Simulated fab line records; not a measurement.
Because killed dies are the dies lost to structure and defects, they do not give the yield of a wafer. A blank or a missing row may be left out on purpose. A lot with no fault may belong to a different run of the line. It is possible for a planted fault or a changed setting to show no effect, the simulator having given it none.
Struck lot and sound lot, side by side	flow sky130	15 steps out of a route of 708
Sound: wafers L809.1, L809.2, L809.3. Struck: wafer L815.5 (L815.2, L815.3, from the same lot, were not struck and are left out); the cause is given at the end.
For every step that has rows: the tool of each side, followed by ch and its chambers, followed by its first start. Under that, the readings that differ: sound wafers	struck wafers	difference of the means	sigmas: that difference in standard deviations of wafers without a fault.
alike: a reading whose means differ by less than 2 such deviations, as well as words and numbers matching on both sides. not compared: withheld readings; readings where some wafer has no value; bounds like >300 that might hide an equal value; numbers whose values overlap and for which the record gives no deviation.
The two part at a step that has a row with sigmas, a row that says differs or no value, or rows on one side only. When numbers do not overlap yet have no deviation, they are printed without sigmas and do not part them. A reading missing from all wafers of one side parts the sides only when that side holds two or more wafers.

SKY_METAL2_THK_MEAS_06: measures by xrf.
  sound on film metro-04, day 33 09:19; struck on film metro-03, day 35 19:04
  alike: METAL2_ALCU_THK
then, 8 steps without rows for these wafers: SKY_METAL2_DEHYDRATE_07 (time 60 s); SKY_METAL2_HMDS_08 (prime time 60 s); SKY_METAL2_COAT_09 (resist thk 60 nm); SKY_METAL2_COAT_10 (resist thk 450 nm); SKY_METAL2_SOFTBAKE_11 (time 90 s); SKY_METAL2_EXPOSE_12 (exposes mask MM2, target cd 140 nm); SKY_METAL2_PEB_13; SKY_METAL2_DEVELOP_14 (develop time 60 s).
SKY_METAL2_CD_MEAS_15: target cd 140 nm.
  sound on cd sem-02, day 34 11:20; struck on cd sem-01, day 36 21:23
  alike: cd nm
SKY_METAL2_OVL_MEAS_16:
  sound on overlay-01, day 34 11:27; struck on overlay-01, day 36 21:29
  alike: METAL2_OVL
SKY_METAL2_DESCUM_17: chemistry O2, time 8 s.
  sound on rie metal-02 ch 0,1, day 34 11:29; struck on rie metal-02 ch 1, day 36 21:31
  alike: drypump motor current A, oes product au
  not compared: rf hours counter h
SKY_METAL2_ETCH_18: etches BARC in N2/H2, stops on SiO2, time 45.9 s, target depth 60 nm.
  sound on rie metal-02 ch 0,1, day 34 11:31; struck on rie metal-02 ch 1, day 36 21:33
reading	sound	struck	difference	sigmas
bias w (W)	100.15 99.73 100.73	112.83	+12.63	+42
  alike: drypump motor current A, oes product au, throttle valve pct
  not compared: rf hours counter h
SKY_METAL2_METAL_ETCH_19: etches the open film in Cl2/BCl3, stops on SiO2, target depth 360 nm, time 78 s.
  sound on rie metal-02 ch 0,1, day 34 11:35; struck on rie metal-02 ch 1, day 36 21:37
reading	sound	struck	difference	sigmas
throttle valve pct (%)	22.255 22.280 22.268	22.245	-0.023	-2
  alike: bias w, drypump motor current A, oes product au
  not compared: rf hours counter h
-- the record jumps here: 10 days lie between the struck wafers' starts before and after (it left off in module METAL2 and takes up again in module PAD_OPEN, whose first step shown is number 708 of the route) --
SKY_PAD_OPEN_PROBE_99:
  sound on prober-01, day 44 21:50; struck on prober-01, day 46 17:35
  alike: defect limited yield, killed_at_M0_to_M3, killed_at_M4_up, killed at contacts, killed at front end, killed at other, killed dies, killed open, killed short, sort_bin_3_pad_short, sort_bin_5_function, sort_bin_6_memory, sort n pass, sort yield pct

WHERE THEY PART
First at SKY_METAL2_ETCH_18; last, within this record, at SKY_METAL2_METAL_ETCH_19. Later steps at which nothing parts them and some readings are alike: SKY_PAD_OPEN_PROBE_99.

WHY: what had been put in by the simulator
rie metal-02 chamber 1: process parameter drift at SKY_METAL2_ETCH_18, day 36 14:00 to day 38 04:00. Setting bias w, moved by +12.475, from 100. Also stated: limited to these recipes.
